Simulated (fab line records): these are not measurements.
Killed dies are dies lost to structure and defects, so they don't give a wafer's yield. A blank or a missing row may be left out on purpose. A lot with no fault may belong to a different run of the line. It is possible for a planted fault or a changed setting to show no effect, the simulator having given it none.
Which of the tools did it? || flow sky130 || 6 lots with 18 wafers sampled at 3 steps, on a route of 708 steps

WHAT EACH GAUGE READ, for each wafer
SKY_VIA4_RS_MEAS_19: uses a four-point probe to measure.
{"lot": "L407", "measured": "day 43 06:38", "on": "film metro-01", "VIA4_W_RS (ohm/sq)": "0.2209 0.2237 0.2196"}
{"lot": "L409", "measured": "day 43 14:27", "on": "film metro-01", "VIA4_W_RS (ohm/sq)": "0.2257 0.2278 0.2290"}
{"lot": "L412", "measured": "day 44 11:54", "on": "film metro-03", "VIA4_W_RS (ohm/sq)": "0.2248 0.2207 0.2258"}
{"lot": "L416", "measured": "day 45 15:19", "on": "film metro-02", "VIA4_W_RS (ohm/sq)": "0.2304 0.2270 0.2272"}
{"lot": "L420", "measured": "day 46 16:20", "on": "film metro-02", "VIA4_W_RS (ohm/sq)": "0.2271 0.2260 0.2300"}
{"lot": "L428", "measured": "day 48 13:05", "on": "film metro-01", "VIA4_W_RS (ohm/sq)": "0.2255 0.2249 0.2258"}

WHAT TOOL EACH LOT RAN ON (gives the tool, then ch and the chambers of the sampled wafers, and finally the start)
{"lot": "L407", "SKY_VT_ADJUST_HVTP_STRIP_10": "plasma asher-02 ch 0,1, day 6 11:12", "SKY_CAP2M_CVD_00": "pecvd-01 ch 0,2, day 40 03:49"}
{"lot": "L409", "SKY_VT_ADJUST_HVTP_STRIP_10": "plasma asher-01 ch 0,1, day 6 19:53", "SKY_CAP2M_CVD_00": "pecvd-03 ch 0,2, day 40 11:52"}
{"lot": "L412", "SKY_VT_ADJUST_HVTP_STRIP_10": "plasma asher-04 ch 0,1, day 7 15:17", "SKY_CAP2M_CVD_00": "pecvd-01 ch 1,2, day 41 11:21"}
{"lot": "L416", "SKY_VT_ADJUST_HVTP_STRIP_10": "plasma asher-01 ch 0,1, day 8 15:02", "SKY_CAP2M_CVD_00": "pecvd-03 ch 0,2, day 42 16:13"}
{"lot": "L420", "SKY_VT_ADJUST_HVTP_STRIP_10": "plasma asher-02 ch 0,1, day 9 17:59", "SKY_CAP2M_CVD_00": "pecvd-03 ch 0,1, day 43 19:05"}
{"lot": "L428", "SKY_VT_ADJUST_HVTP_STRIP_10": "plasma asher-01 ch 0,1, day 11 22:35", "SKY_CAP2M_CVD_00": "pecvd-01 ch 0,1,2, day 45 23:39"}
- SKY_VT_ADJUST_HVTP_STRIP_10: strips in O2/N2.
- SKY_CAP2M_CVD_00: deposits SiO2, target thk 15.5 nm.

THE ANSWER, worked out from the rows above alone
Rule: the usual values come from the lots themselves. The widest of any qualifying gaps counts: lots, ordered by their means at a reading, are off when they make up no more than a third of the lots, leave a main group of 4 or more, and stand apart from it by 3 or more times the standard deviation of that group's means. Not used: any main group whose means are identical at the precision the tables above print for the reading. A lot without any number at a reading at which 4 lots or more have one is off too. Where the step has rows for the other lots, those lots are counted as sound.
No lot is off at any reading shown: from this, nothing can be told.

WHAT THE SIMULATOR PUT IN
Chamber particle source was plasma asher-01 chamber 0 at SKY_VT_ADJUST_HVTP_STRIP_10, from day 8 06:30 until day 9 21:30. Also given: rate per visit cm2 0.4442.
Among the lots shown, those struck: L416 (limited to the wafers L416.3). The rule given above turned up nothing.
